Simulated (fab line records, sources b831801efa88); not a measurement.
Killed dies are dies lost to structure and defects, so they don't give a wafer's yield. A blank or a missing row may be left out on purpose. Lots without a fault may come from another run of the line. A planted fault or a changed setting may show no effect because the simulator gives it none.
One fault seen from 2 desks | flow gf180mcu | each desk has only its own numbers; what lay behind them comes last

THE TOOL OWNER'S DESK: plasma_asher-01
The tool's own readings at GF_NSD_STRIP_11 (strips in O2/N2): means of the sampled wafers that have a number, for each lot that ran on this tool. A lot is out of limits, marked OUT, if its mean lies more than 4 standard deviations from the usual mean; the brackets give that distance.
Columns: A = drypump_motor_current_A at GF_NSD_STRIP_11, usual 5.7 A; B = heater_power_w at GF_NSD_STRIP_11, usual 328 W; C = oes_product_au at GF_NSD_STRIP_11, usual 0.487 a.u.; D = strip_time_to_endpoint_s at GF_NSD_STRIP_11, usual 22.96 s
lot  | first seen here | A   | B   | C     | D
L700 | day 13 23:37    | 5.4 | 349 | 0.487 | 23.01
L702 | day 14 12:50    | 5.0 | 305 | 0.484 | 22.96
L706 | day 15 21:18    | 5.6 | 375 | 0.485 | -
L715 | day 19 11:43    | 5.4 | 347 | 0.488 | 23.01
L719 | day 20 20:43    | 5.2 | 328 | 0.485 | 22.98
L720 | day 21 09:35    | 5.2 | 326 | 0.484 | 22.92
This desk's finding: nothing out of limits on any of the 6 lots.

THE METROLOGY DESK
What the gauges read, lot by lot, whatever tool the lot ran on: means of the sampled wafers that have a number. A lot is out of limits, marked OUT, if its mean lies more than 4 standard deviations from the usual mean; the brackets give that distance.
Columns: A = HV_LDD_03_OVL at GF_HV_LDD_OVL_MEAS_47, usual -0.8 nm; B = PSD_TW at GF_PSD_TW_MEAS_11, usual 3180; C = SAB_OVL at GF_SAB_OVL_MEAS_10, usual -0.5 nm
lot  | first seen here | A    | B            | C
L700 | day 13 00:57    | -2.0 | 3146         | 0.3
L702 | day 13 12:42    | -1.0 | 3246         | -1.6
L706 | day 14 20:15    | -0.2 | 30 (-95) OUT | -
L713 | day 17 04:55    | 0.3  | 3204         | -0.3
L715 | day 18 03:48    | -1.0 | 3205         | -0.5
L716 | day 18 06:22    | -1.1 | 3195         | -2.9
L717 | day 18 15:40    | -2.0 | 3207         | -1.7
L718 | day 19 01:46    | 0.7  | 3226         | 1.4
L719 | day 19 17:34    | 0.6  | 3160         | -1.3
L721 | day 20 02:26    | -2.0 | 3138         | 0.6
L720 | day 20 06:19    | -1.8 | 3140         | 0.4
This desk's finding: out of limits on L706; first on L706, day 16 20:00 (PSD_TW at GF_PSD_TW_MEAS_11). In limits: L700, L702, L713, L715, L716, L717, L718, L719, L721, L720.

PUT TOGETHER
The metrology desk could have raised an alarm at day 16 20:00, on L706.
The tool owner's desk saw nothing out of limits.
The tool owner's desk has L706 on record, within its limits.
Of the lots named, all ran GF_NSD_STRIP_11 on plasma_asher-01.

WHAT THE SIMULATOR HAD PUT IN
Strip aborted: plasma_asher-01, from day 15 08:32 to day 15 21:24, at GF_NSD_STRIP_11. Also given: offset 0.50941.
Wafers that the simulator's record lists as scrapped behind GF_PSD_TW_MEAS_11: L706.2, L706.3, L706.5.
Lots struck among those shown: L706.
Hours from the fault's start to each desk's first reading out of limits: the metrology desk, 35.
